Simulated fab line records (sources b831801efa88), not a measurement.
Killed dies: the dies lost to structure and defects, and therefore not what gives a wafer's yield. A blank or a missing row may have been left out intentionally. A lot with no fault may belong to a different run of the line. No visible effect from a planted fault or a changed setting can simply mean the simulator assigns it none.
fab line records | flow gf180mcu
record lots=13 | wafers=39 | last_day=34
route steps=602 shown STI@25 VT_IMPLANT@131 NSD@242 SAB@264
lots that met no fault: from a run of the same line without faults
start_h: start of the lot's first displayed wafer, in hours after the record's first day | wait_h: how many hours have passed since the lot's step before this one | " the same as in the row above | L1.1+2: a single row standing in for several wafers | - no value, or no start was given | * or withheld: withheld | < > ~ a bound
route shown NAME@n: a module of which the file shows steps, and the number in the route of the first | usual: mean and standard deviation over wafers with no fault | same: alike in all rows | chamber/n: place in a boat | sites: each site's reading | _std_site: the standard deviation of these | _edge_site: the outer-site mean with the inner-site mean subtracted | radius_mm: for every site, how far away it sits from the centre of the wafer | mask NAME#n: copy n | behind: the most recent tool/chamber to have shaped the wafer | hold: reason for holding the lot/hours on hold/outcome of the hold | device: the transistor (n, p or np) that didn't switch | end of line: tests of these same wafers at the route's end | step lacking rows: just its recipe | killed: dies lost to structure and defects at the first sort, not the wafer's yield | map: a wafer's dies, x killed, . not, _ none there
set.NAME: the setting as run; set.NAME@STEP: as run at that earlier step | model.NAME: the simulator's own value behind a step, which no gauge read
steps of the route over a sample of lots; a table a step, a row a wafer
services: the hour from which a tool's chamber was out of use, counted from the record's first day as start_h (under 0 if before that day), plus the number of hours and why
## steps
# step GF_STI_THK_MEAS_24
# recipe reads=SiO2_of_STI_CVD_23
# usual STI_CVD_23_THK=647/11
lot.wafer | tool          | chamber | start_h | wait_h | STI_CVD_23_THK[nm]
L182.3    | film_metro-03 | -       | 40.52   | 0.1    | 652
L182.5    | "             | -       | "       | "      | 653
L182.6    | "             | -       | "       | "      | 643
L183.1    | film_metro-02 | -       | 44.43   | 0.0    | 655
L183.5    | "             | -       | "       | "      | 657
L183.6    | "             | -       | "       | "      | 649
L185.1    | film_metro-01 | -       | 53.93   | 0.0    | 651
L185.3    | "             | -       | "       | "      | 664
L185.4    | "             | -       | "       | "      | 646
L186.3    | film_metro-01 | -       | 60.72   | 0.1    | 631
L186.4    | "             | -       | "       | "      | 637
L186.5    | "             | -       | "       | "      | 643
L188.1    | film_metro-01 | -       | 69.23   | 0.0    | 644
L188.2    | "             | -       | "       | "      | 657
L188.3    | "             | -       | "       | "      | 651
L189.3    | film_metro-01 | -       | 74.02   | 0.1    | 643
L189.4    | "             | -       | "       | "      | 630
L189.6    | "             | -       | "       | "      | 653
L190.1    | film_metro-03 | -       | 79.50   | 0.0    | 658
L190.2    | "             | -       | "       | "      | 656
L190.5    | "             | -       | "       | "      | 657
L192.2    | film_metro-03 | -       | 88.78   | 0.0    | 653
L192.3    | "             | -       | "       | "      | 638
L192.5    | "             | -       | "       | "      | 641
L193.2    | film_metro-01 | -       | 95.34   | 0.0    | 639
L193.5    | "             | -       | "       | "      | 641
L193.6    | "             | -       | "       | "      | 639
L196.1    | film_metro-02 | -       | 109.40  | 0.0    | 646
L196.2    | "             | -       | "       | "      | 634
L196.3    | "             | -       | "       | "      | 631
L201.1    | film_metro-02 | -       | 135.37  | 0.0    | 664
L201.3    | "             | -       | "       | "      | 663
L201.6    | "             | -       | "       | "      | 652
L202.2    | film_metro-02 | -       | 140.60  | 0.0    | 650
L202.3    | "             | -       | "       | "      | 647
L202.5    | "             | -       | "       | "      | 630
L203.2    | film_metro-02 | -       | 147.23  | 0.0    | 626
L203.3    | "             | -       | "       | "      | 634
L203.5    | "             | -       | "       | "      | 627
# step GF_VT_IMPLANT_IMPLANT_41
# recipe species=As | energy_kev=70 | dose_cm2=1.013e+12 | tilt_deg=7
# usual beam_on_s=10.00/0.21 | dose_ions_cm2=1.013e+12/9.5e+08 | end_station_pressure_torr=4.99e-06/2.8e-07 | faraday_current_uA=5.71/0.12
lot.wafer | tool         | chamber | start_h | wait_h | beam_on_s | dose_ions_cm2 | end_station_pressure_torr | faraday_current_uA
L182.3    | implanter-04 | 0       | 172.34  | 0.1    | 10.28     | 1.0114e+12    | 4.94e-06                  | 5.53
L182.5    | "            | 0       | "       | "      | 10.04     | 1.013e+12     | 5.65e-06                  | 5.70
L182.6    | "            | 0       | "       | "      | 9.50      | 1.0109e+12    | 4.92e-06                  | 6.00
L183.1    | implanter-01 | 0       | 177.34  | 0.0    | 10.44     | 1.013e+12     | 5.23e-06                  | 5.46
L183.5    | "            | 0       | "       | "      | 10.18     | 1.0134e+12    | 5.06e-06                  | 5.61
L183.6    | "            | 0       | "       | "      | 10.00     | 1.0127e+12    | 4.75e-06                  | 5.73
L185.1    | implanter-02 | 0       | 194.69  | 0.0    | 9.41      | 1.0123e+12    | 4.88e-06                  | 6.04
L185.3    | "            | 0       | "       | "      | 10.06     | 1.0119e+12    | 4.78e-06                  | 5.67
L185.4    | "            | 0       | "       | "      | 9.92      | 1.0128e+12    | 5.36e-06                  | 5.75
L186.3    | implanter-02 | 0       | 196.33  | 0.1    | 9.88      | 1.0118e+12    | 5.09e-06                  | 5.80
L186.4    | "            | 0       | "       | "      | 9.70      | 1.0119e+12    | 4.61e-06                  | 5.87
L186.5    | "            | 0       | "       | "      | 9.82      | 1.0121e+12    | 4.69e-06                  | 5.80
L188.1    | implanter-04 | 0       | 210.49  | 0.0    | 9.97      | 1.0112e+12    | 5.22e-06                  | 5.72
L188.2    | "            | 0       | "       | "      | 10.03     | 1.0118e+12    | 4.6e-06                   | 5.73
L188.3    | "            | 0       | "       | "      | 10.14     | 1.0132e+12    | 4.84e-06                  | 5.66
L189.3    | implanter-02 | 0       | 214.48  | 0.1    | 10.25     | 1.0152e+12    | 4.67e-06                  | 5.59
L189.4    | "            | 0       | "       | "      | 10.00     | 1.0124e+12    | 4.85e-06                  | 5.70
L189.6    | "            | 0       | "       | "      | 10.15     | 1.0127e+12    | 5.21e-06                  | 5.61
L190.1    | implanter-01 | 0       | 222.83  | 0.0    | 9.84      | 1.0144e+12    | 4.67e-06                  | 5.80
L190.2    | "            | 0       | "       | "      | 10.06     | 1.0132e+12    | 5.04e-06                  | 5.68
L190.5    | "            | 0       | "       | "      | 10.00     | 1.0128e+12    | 4.93e-06                  | 5.72
L192.2    | implanter-02 | 0       | 235.65  | 0.0    | 10.48     | 1.0125e+12    | 4.71e-06                  | 5.46
L192.3    | "            | 0       | "       | "      | 9.98      | 1.0127e+12    | 4.7e-06                   | 5.71
L192.5    | "            | 0       | "       | "      | 10.02     | 1.014e+12     | 4.64e-06                  | 5.71
L193.2    | implanter-02 | 0       | 246.41  | 0.0    | 9.78      | 1.0133e+12    | 5.6e-06                   | 5.82
L193.5    | "            | 0       | "       | "      | 9.88      | 1.0125e+12    | 5.08e-06                  | 5.77
L193.6    | "            | 0       | "       | "      | 9.86      | 1.0127e+12    | 5.12e-06                  | 5.72
L196.1    | implanter-01 | 0       | 263.52  | 0.0    | 9.98      | 1.0115e+12    | 5.12e-06                  | 5.76
L196.2    | "            | 0       | "       | "      | 9.75      | 1.0131e+12    | 5.59e-06                  | 5.83
L196.3    | "            | 0       | "       | "      | 9.74      | 1.0127e+12    | 4.77e-06                  | 5.82
L201.1    | implanter-01 | 0       | 296.52  | 0.0    | 10.61     | 9.027e+11     | 5.09e-06                  | 4.78
L201.3    | "            | 0       | "       | "      | 9.98      | 9.018e+11     | 4.7e-06                   | 5.12
L201.6    | "            | 0       | "       | "      | 10.49     | 9.037e+11     | 4.81e-06                  | 4.84
L202.2    | implanter-01 | 0       | 306.71  | 0.0    | 10.01     | 9.019e+11     | 4.69e-06                  | 5.07
L202.3    | "            | 0       | "       | "      | 9.78      | 9.032e+11     | 5.03e-06                  | 5.19
L202.5    | "            | 0       | "       | "      | 10.47     | 9.016e+11     | 4.54e-06                  | 4.81
L203.2    | implanter-01 | 0       | 311.05  | 0.0    | 10.32     | 9.01e+11      | 4.86e-06                  | 4.91
L203.3    | "            | 0       | "       | "      | 9.84      | 9.004e+11     | 4.95e-06                  | 5.17
L203.5    | "            | 0       | "       | "      | 9.92      | 8.998e+11     | 4.78e-06                  | 5.12
# step GF_VT_IMPLANT_TW_MEAS_43
# usual VT_IMPLANT_4_TW=690/6.7
lot.wafer | tool          | chamber | start_h | wait_h | VT_IMPLANT_4_TW
L182.3    | film_metro-02 | -       | 172.56  | 0.1    | 692
L182.5    | "             | -       | "       | "      | 690
L182.6    | "             | -       | "       | "      | 690
L183.1    | film_metro-02 | -       | 177.59  | 0.1    | 695
L183.5    | "             | -       | "       | "      | 695
L183.6    | "             | -       | "       | "      | 697
L185.1    | film_metro-04 | -       | 194.94  | 0.1    | 691
L185.3    | "             | -       | "       | "      | 690
L185.4    | "             | -       | "       | "      | 690
L186.3    | film_metro-04 | -       | 196.55  | 0.1    | 692
L186.4    | "             | -       | "       | "      | 692
L186.5    | "             | -       | "       | "      | 689
L188.1    | film_metro-01 | -       | 210.74  | 0.1    | 681
L188.2    | "             | -       | "       | "      | 681
L188.3    | "             | -       | "       | "      | 679
L189.3    | film_metro-02 | -       | 214.70  | 0.1    | 692
L189.4    | "             | -       | "       | "      | 696
L189.6    | "             | -       | "       | "      | 694
L190.1    | film_metro-04 | -       | 223.08  | 0.1    | 691
L190.2    | "             | -       | "       | "      | 691
L190.5    | "             | -       | "       | "      | 691
L192.2    | film_metro-02 | -       | 235.89  | 0.1    | 697
L192.3    | "             | -       | "       | "      | 699
L192.5    | "             | -       | "       | "      | 695
L193.2    | film_metro-04 | -       | 246.64  | 0.1    | 690
L193.5    | "             | -       | "       | "      | 688
L193.6    | "             | -       | "       | "      | 691
L196.1    | film_metro-01 | -       | 263.77  | 0.1    | 686
L196.2    | "             | -       | "       | "      | 682
L196.3    | "             | -       | "       | "      | 682
L201.1    | film_metro-01 | -       | 296.77  | 0.1    | 655
L201.3    | "             | -       | "       | "      | 658
L201.6    | "             | -       | "       | "      | 659
L202.2    | film_metro-01 | -       | 306.94  | 0.1    | 655
L202.3    | "             | -       | "       | "      | 657
L202.5    | "             | -       | "       | "      | 656
L203.2    | film_metro-01 | -       | 311.28  | 0.1    | 657
L203.3    | "             | -       | "       | "      | 659
L203.5    | "             | -       | "       | "      | 655
# step GF_NSD_CD_MEAS_07
# recipe target_cd_nm=400
# usual cd_nm=399.4/2.4
lot.wafer | tool      | chamber | start_h | wait_h | cd_nm
L182.3    | cd_sem-02 | -       | 318.19  | 0.1    | 397.4
L182.5    | "         | -       | "       | "      | 400.2
L182.6    | "         | -       | "       | "      | 399.7
L183.1    | cd_sem-02 | -       | 323.34  | 0.1    | 395.8
L183.5    | "         | -       | "       | "      | 396.3
L183.6    | "         | -       | "       | "      | 396.9
L185.1    | cd_sem-02 | -       | 341.29  | 0.1    | 403.6
L185.3    | "         | -       | "       | "      | 401.8
L185.4    | "         | -       | "       | "      | 401.5
L186.3    | cd_sem-01 | -       | 344.14  | 0.1    | 399.5
L186.4    | "         | -       | "       | "      | 399.5
L186.5    | "         | -       | "       | "      | 399.0
L188.1    | cd_sem-01 | -       | 361.89  | 0.1    | 398.7
L188.2    | "         | -       | "       | "      | 401.9
L188.3    | "         | -       | "       | "      | 402.1
L189.3    | cd_sem-02 | -       | 366.99  | 0.1    | 397.8
L189.4    | "         | -       | "       | "      | 399.5
L189.6    | "         | -       | "       | "      | 399.2
L190.1    | cd_sem-02 | -       | 373.94  | 0.1    | 399.4
L190.2    | "         | -       | "       | "      | 399.9
L190.5    | "         | -       | "       | "      | 399.2
L192.2    | cd_sem-02 | -       | 391.57  | 0.1    | 396.2
L192.3    | "         | -       | "       | "      | 396.1
L192.5    | "         | -       | "       | "      | 395.0
L193.2    | cd_sem-01 | -       | 408.82  | 0.1    | 401.0
L193.5    | "         | -       | "       | "      | 398.4
L193.6    | "         | -       | "       | "      | 402.1
L196.1    | cd_sem-02 | -       | 425.99  | 0.1    | 398.2
L196.2    | "         | -       | "       | "      | 402.1
L196.3    | "         | -       | "       | "      | 401.0
L201.1    | cd_sem-01 | -       | 470.35  | 0.1    | 399.9
L201.3    | "         | -       | "       | "      | 401.8
L201.6    | "         | -       | "       | "      | 401.5
L202.2    | cd_sem-01 | -       | 480.57  | 0.1    | 402.5
L202.3    | "         | -       | "       | "      | 402.9
L202.5    | "         | -       | "       | "      | 405.8
L203.2    | cd_sem-01 | -       | 483.07  | 0.1    | 401.2
L203.3    | "         | -       | "       | "      | 400.4
L203.5    | "         | -       | "       | "      | 400.0
# step GF_SAB_CVD_00
# recipe material=SiO2 | target_thk_nm=50 | precursor=TEOS | temp_c=400 | time_s=4.9302 | rf_w=600
# usual heater_power_w=677/92
lot.wafer | tool     | chamber | start_h | wait_h | heater_power_w
L182.3    | pecvd-02 | 2       | 340.61  | 0.1    | 684
L182.5    | "        | 1       | "       | "      | 719
L182.6    | "        | 0       | "       | "      | 653
L183.1    | pecvd-02 | 2       | 346.39  | 0.1    | 640
L183.5    | "        | 2       | "       | "      | 625
L183.6    | "        | 1       | "       | "      | 742
L185.1    | pecvd-03 | 0       | 364.52  | 0.1    | 804
L185.3    | "        | 2       | "       | "      | 681
L185.4    | "        | 1       | "       | "      | 500
L186.3    | pecvd-01 | 1       | 367.49  | 0.1    | 762
L186.4    | "        | 0       | "       | "      | 708
L186.5    | "        | 2       | "       | "      | 674
L188.1    | pecvd-01 | 2       | 384.96  | 0.1    | 696
L188.2    | "        | 1       | "       | "      | 768
L188.3    | "        | 0       | "       | "      | 723
L189.3    | pecvd-02 | 2       | 390.54  | 0.1    | 621
L189.4    | "        | 1       | "       | "      | 721
L189.6    | "        | 0       | "       | "      | 617
L190.1    | pecvd-02 | 2       | 397.34  | 0.1    | 710
L190.2    | "        | 0       | "       | "      | 551
L190.5    | "        | 1       | "       | "      | 717
L192.2    | pecvd-01 | 0       | 416.24  | 0.1    | 661
L192.3    | "        | 2       | "       | "      | 665
L192.5    | "        | 1       | "       | "      | 862
L193.2    | pecvd-03 | 2       | 433.75  | 0.1    | 577
L193.5    | "        | 2       | "       | "      | 568
L193.6    | "        | 0       | "       | "      | 848
L196.1    | pecvd-03 | 2       | 451.69  | 0.1    | 654
L196.2    | "        | 1       | "       | "      | 588
L196.3    | "        | 0       | "       | "      | 688
L201.1    | pecvd-02 | 0       | 495.54  | 0.1    | 532
L201.3    | "        | 1       | "       | "      | 688
L201.6    | "        | 1       | "       | "      | 703
L202.2    | pecvd-01 | 1       | 505.92  | 0.1    | 857
L202.3    | "        | 2       | "       | "      | 708
L202.5    | "        | 1       | "       | "      | 877
L203.2    | pecvd-03 | 0       | 507.79  | 0.1    | 785
L203.3    | "        | 1       | "       | "      | 570
L203.5    | "        | 2       | "       | "      | 673
## services
tool         | chamber | start_h | hours | kind
pecvd-01     | 1       | 160.22  | 6.9   | repair
implanter-02 | -       | 174.21  | 2.9   | repair
pecvd-03     | -       | 196.47  | 1.5   | repair
pecvd-02     | -       | 212.43  | 2.8   | pm
pecvd-03     | -       | 219.62  | 28.1  | pm
implanter-02 | -       | 220.53  | 5.2   | repair
pecvd-02     | -       | 228.46  | 1.2   | repair
pecvd-02     | -       | 307.27  | 2.3   | repair
implanter-01 | -       | 327.88  | 4.1   | repair
pecvd-01     | 1       | 333.56  | 4.8   | repair
pecvd-02     | -       | 333.72  | 0.8   | pm
pecvd-03     | -       | 336.82  | 0.8   | pm
pecvd-03     | -       | 343.99  | 6.0   | pm
pecvd-01     | -       | 347.20  | 0.7   | repair
pecvd-02     | -       | 368.88  | 14.0  | pm
implanter-02 | -       | 371.25  | 4.5   | pm
implanter-02 | -       | 377.57  | 4.4   | pm
pecvd-03     | -       | 399.42  | 2.8   | pm
pecvd-02     | -       | 402.40  | 0.6   | repair
implanter-01 | -       | 412.28  | 4.3   | pm
implanter-01 | -       | 421.72  | 2.5   | pm
implanter-02 | -       | 435.45  | 4.3   | repair
pecvd-01     | -       | 470.46  | 1.0   | repair
pecvd-03     | -       | 495.25  | 0.6   | repair
## key
first_sign step=GF_VT_IMPLANT_IMPLANT_41 | reading=dose_ions_cm2 | direction=down | sigmas=99+ | usual=1.013e+12 | struck=9.018e+11
effect step=GF_VT_IMPLANT_IMPLANT_41 | reading=faraday_current_uA | direction=down | sigmas=6 | usual=5.71 | struck=5.00
effect step=GF_VT_IMPLANT_TW_MEAS_43 | reading=VT_IMPLANT_4_TW | direction=down | sigmas=4.9 | usual=690 | struck=657
met_at GF_VT_IMPLANT_IMPLANT_41
struck_lots L201,L202,L203
tester_left_out L201,L202,L203
not_acting_at GF_STI_THK_MEAS_24,GF_NSD_CD_MEAS_07,GF_SAB_CVD_00
onset_between 263.52 296.52
fault kind=process_parameter_drift | tool=implanter-01 | chamber=- | onset_h=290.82 | steps=GF_VT_IMPLANT_IMPLANT_41 | channel=dose_cm2 | offset=-1.1196e+11 | shape=step | end_h=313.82 | acts_in=these_recipes_only | stated=1.013e+12
# tester_left_out: of these lots the tester's yield and bins aren't shown, on N5 and GAA mostly nor the transistor test; their killed dies are dies lost to structure and defects alone, not to doping, threshold or leakage, so they don't give the yield
